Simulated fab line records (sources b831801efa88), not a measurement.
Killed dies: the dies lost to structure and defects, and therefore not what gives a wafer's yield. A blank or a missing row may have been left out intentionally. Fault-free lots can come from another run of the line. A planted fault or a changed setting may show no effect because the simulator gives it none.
A lot that was struck, set against a sound lot || flow sky130 || 16 steps out of a route of 708
Sound: the wafers L150.1, L150.4, L150.5. Struck: wafer L157.6. (L157.2, L157.4 of the same lot were not struck and are left out.) The cause comes at the end.
Per side, at each step with rows, come the tool, then ch with its chambers, and then its first start. Under that, the readings that differ: sound wafers || struck wafers || difference of the means || sigmas: that difference in standard deviations of wafers without a fault.
alike: readings whose means differ by less than 2 such deviations, and words and numbers that are the same on both sides. not compared: withheld readings, readings that some wafer has no value for, bounds like >300 that may hide the same value, and numbers for which the record gives no deviation and whose values overlap.
Wherever a step has rows on one side only, a row that says differs or no value, or a row with sigmas, the two part there. Numbers that have no deviation but don't overlap get no sigmas and don't part them. A reading that every wafer of one side lacks parts them only if that side has two wafers or more.

SKY_LI_CONTACT_BOW_MEAS_03:
  sound on film_metro-01 at day 28 02:30; struck on film_metro-03 at day 30 22:50
  alike: LI_CONTACT_BOW
then, 8 steps without rows for these wafers: SKY_LI_CONTACT_DEHYDRATE_04 (time 60 s); SKY_LI_CONTACT_HMDS_05 (prime time 60 s); SKY_LI_CONTACT_COAT_06 (resist thk 60 nm); SKY_LI_CONTACT_COAT_07 (resist thk 450 nm); SKY_LI_CONTACT_SOFTBAKE_08 (time 90 s); SKY_LI_CONTACT_EXPOSE_09 (exposes mask LICM1, target cd 170 nm); SKY_LI_CONTACT_PEB_10; SKY_LI_CONTACT_DEVELOP_11 (develop time 58.31 s).
SKY_LI_CONTACT_CD_MEAS_12 targets a cd of 170 nm.
  sound on cd_sem-02 at day 29 07:23; struck on cd_sem-02 at day 32 02:03
  alike: cd_nm
SKY_LI_CONTACT_OVL_MEAS_13:
  sound on overlay-01 at day 29 07:30; struck on overlay-02 at day 32 02:10
  alike: LI_CONTACT_OVL
SKY_LI_CONTACT_ETCH_14: etches BARC in N2/H2, stops on SiO2, time 45.9 s, target depth 60 nm.
  sound on rie_diel-01 ch 1,2, day 29 07:32; struck on rie_diel-02 ch 0, day 32 02:11
  alike: drypump_motor_current_A, oes_product_au, throttle_valve_pct
  not compared: rf_hours_counter_h
SKY_LI_CONTACT_ETCH_15: etches PSG in C4F8/O2/Ar, stops on Si, target depth 600 nm.
  sound on rie_diel-01 ch 1,2, day 29 07:34; struck on rie_diel-02 ch 0, day 32 02:14
{"reading": "model.KrF-thick_of_LI_CONTACT_COAT_07.thk_nm (nm)", "sound": "235.3 224.2 232.7", "struck": 261.5, "difference": "+30.8", "sigmas": ""}
  alike: oes_product_au
SKY_LI_CONTACT_STRIP_16: strips in O2/N2.
  sound on plasma_asher-02 ch 0,1, day 29 07:40; struck on plasma_asher-02 ch 1, day 32 02:19
{"reading": "strip_time_to_endpoint_s (s)", "sound": "3.53 3.42 3.52", "struck": 3.82, "difference": "+0.33", "sigmas": "+10"}
  alike: drypump_motor_current_A, oes_product_au
  not compared: rf_hours_counter_h
then, 1 step without rows for these wafers: SKY_LI_CONTACT_CLEAN_17 (cleans in NMP, time 600 s).
-- here the record skips 16 days between the struck wafers' starts before and after, leaving off in module LI_CONTACT and picking up in module PAD_OPEN (first step shown: number 708 of the route) --
SKY_PAD_OPEN_PROBE_99:
  sound on prober-02 at day 45 19:33; struck on prober-01 at day 47 23:56
{"reading": "model.etest.licon_pdiff.rc_ohm", "sound": "593 552 563.2", "struck": 702.9, "difference": "+133.5", "sigmas": ""}
{"reading": "model.etest.pfet_01v8.r_on_ohm_um", "sound": "2763 2783 2857", "struck": 3048, "difference": "+247", "sigmas": ""}
{"reading": "model.etest.nfet_g5v0d10v5.r_on_ohm_um", "sound": "1849 1849 1861", "struck": 1964, "difference": "+111", "sigmas": ""}
{"reading": "model.etest.nfet_01v8.r_on_ohm_um", "sound": "819.2 812.8 832.8", "struck": 867.1, "difference": "+45.5", "sigmas": ""}
{"reading": "model.etest.licon_ndiff.rc_ohm", "sound": "181.5 174 180", "struck": 235.2, "difference": "+56.7", "sigmas": ""}
{"reading": "model.etest.licon_high_po.rc_ohm", "sound": "347.2 336.4 352.7", "struck": 391.3, "difference": "+45.9", "sigmas": ""}
{"reading": "model.etest.sonos_uncharged.r_on_ohm_um", "sound": "801.2 804.9 819.6", "struck": 835.7, "difference": "+27.1", "sigmas": ""}
{"reading": "model.etest.licon_poly.rc_ohm", "sound": "152.6 146.7 144.9", "struck": 172.5, "difference": "+24.4", "sigmas": ""}
  alike: killed_at_M0_to_M3, killed_at_M4_up, killed_at_contacts, killed_at_front_end, killed_at_other, killed_dies, killed_open, killed_short

== WHERE THEY PART ==
Within this record, at SKY_LI_CONTACT_STRIP_16 only. Later steps at which nothing parts them and some readings are alike: SKY_PAD_OPEN_PROBE_99.

WHY: what the simulator had put in
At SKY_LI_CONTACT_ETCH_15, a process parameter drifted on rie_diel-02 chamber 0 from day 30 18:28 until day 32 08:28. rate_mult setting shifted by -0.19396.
